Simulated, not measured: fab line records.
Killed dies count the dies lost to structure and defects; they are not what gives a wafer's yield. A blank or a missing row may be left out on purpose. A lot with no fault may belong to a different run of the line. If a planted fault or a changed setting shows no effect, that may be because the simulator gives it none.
2 desks looking at one fault ; flow sky130 ; what lay behind the numbers comes last; until then each desk has only its own

## DESK OF THE TOOL OWNER: litho track-02
The tool's own readings at SKY_VT_ADJUST_HVTP_SOFTBAKE_03 (time 60 s): means of the sampled wafers that have a number, for each lot that ran on this tool. Any lot whose mean is over 4 standard deviations away from the usual mean is out of limits and marked OUT; that distance is given in the brackets.
Columns: A = run length s at SKY_VT_ADJUST_HVTP_SOFTBAKE_03, usual 89.13 s
lot;first seen here;A
L766;day 6 07:47;89.00
L778;day 8 20:53;97.12 (+42) OUT
L779;day 9 06:21;105.32 (+85) OUT
This desk finds L778, L779 out of limits, L778 being first, at day 8 20:53 (run length s at SKY_VT_ADJUST_HVTP_SOFTBAKE_03). L766 stayed within limits.

## FROM THE METROLOGY DESK
Means of the sampled wafers that have a number, per lot and without regard to the tool the lot ran on: this is what the gauges read. Any lot whose mean is over 4 standard deviations away from the usual mean is out of limits and marked OUT; that distance is given in the brackets.
Columns: A = VT_ADJUST_HVTP_OVL at SKY_VT_ADJUST_HVTP_OVL_MEAS_08, usual 0.7 nm; B = VT_ADJUST_LVTN_OVL at SKY_VT_ADJUST_LVTN_OVL_MEAS_07, usual 0.0 nm
lot;first seen here;A;B
L766;day 6 17:17;-0.4;0.7
L767;day 6 22:01;1.5;-0.9
L769;day 7 07:52;0.2;-0.5
L770;day 7 09:20;2.4;-0.7
L771;day 7 20:24;1.6;0.3
L772;day 7 20:57;-1.8;-0.9
L774;day 8 06:35;-0.5;-0.4
L778;day 9 07:39;-0.1;-2.3
L779;day 9 17:29;2.5;0.3
L782;day 10 05:22;1.5;0.3
L785;day 11 03:02;0.6;-0.5
L786;day 11 06:45;3.7;1.7
L787;day 11 13:48;-0.7;1.2
L789;day 12 08:36;-0.3;-0.1
Finding of this desk: none of the 14 lots has anything out of limits.

## BROUGHT TOGETHER
The tool owner's desk had the chance to raise an alarm at day 8 20:53 on L778, L779.
Metrology desk: nothing out of limits seen.
The metrology desk holds a record of L778, L779, inside its limits.
On litho track-02, each named lot ran SKY_VT_ADJUST_HVTP_SOFTBAKE_03.

## WHAT THE SIMULATOR HAD PUT IN
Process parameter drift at SKY_VT_ADJUST_HVTP_SOFTBAKE_03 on litho track-02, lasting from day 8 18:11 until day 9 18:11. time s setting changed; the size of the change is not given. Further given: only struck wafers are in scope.
Shown lots that were struck: L778, L779.
Each desk's first reading out of limits, in hours after the fault started: the tool owner's desk, 3.
